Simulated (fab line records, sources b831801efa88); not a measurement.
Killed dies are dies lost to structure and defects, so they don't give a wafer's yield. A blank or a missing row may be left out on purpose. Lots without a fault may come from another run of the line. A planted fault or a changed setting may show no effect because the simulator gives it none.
Which tool did it? | flow gf180mcu | 12 lots, 36 wafers sampled, at 1 step of a route of 602

WHAT THE GAUGES READ, wafer by wafer
GF_VT_IMPLANT_OVL_MEAS_29. Usual: VT_IMPLANT_02_OVL 0.3 nm, standard deviation 1.4.
lot  | measured     | on         | VT_IMPLANT_02_OVL (nm) | flag
L483 | day 6 13:28  | overlay-01 | -1.2 -0.5 1.2          |
L484 | day 6 18:46  | overlay-02 | 0.6 0.5 -0.7           |
L485 | day 7 22:30  | overlay-01 | -2.0 -3.3 -1.0         |
L488 | day 8 03:46  | overlay-02 | -0.9 -2.0 -0.2         |
L489 | day 8 09:04  | overlay-02 | 1.9 0.9 2.8            |
L494 | day 10 02:01 | overlay-02 | 2.3 2.2 2.2            |
L496 | day 10 13:27 | overlay-02 | 1.4 0.1 -0.2           |
L497 | day 11 01:01 | overlay-02 | -1.5 -0.8 -0.8         |
L500 | day 11 15:03 | overlay-01 | 0.4 3.5 0.5            |
L501 | day 11 21:35 | overlay-01 | -1.0 0.4 -1.5          |
L503 | day 12 12:55 | overlay-02 | 1.0 -0.3 0.5           |
L506 | day 13 07:53 | overlay-02 | 0.6 0.6 -0.4           |

WHICH TOOL RAN EACH LOT (tool, then ch and the chambers of the sampled wafers, then the start)
The record holds no process step before these readings.

WHAT THE TOOLS THEMSELVES READ (means of the sampled wafers that have a number; where no wafer has one, the mark that the record gives instead)
The record holds no such reading with a usual standard deviation.

THE ANSWER, worked out from the rows above alone
Rule: a lot is off if the mean of its wafers that have a number lies more than 3 standard deviations from the usual mean. A lot without any number at a reading at which 4 lots or more have one is off too. The other lots that the step has rows for count as sound. The gauges are gone through in route order, then the tools' own readings, and for those a lot's mean is taken as printed above. The first step at which some lot is off is used, and at that step the reading that is off furthest; a lot without a number counts as furthest.
No lot is off at any reading shown: from this, nothing can be told.

WHAT THE SIMULATOR HAD PUT IN
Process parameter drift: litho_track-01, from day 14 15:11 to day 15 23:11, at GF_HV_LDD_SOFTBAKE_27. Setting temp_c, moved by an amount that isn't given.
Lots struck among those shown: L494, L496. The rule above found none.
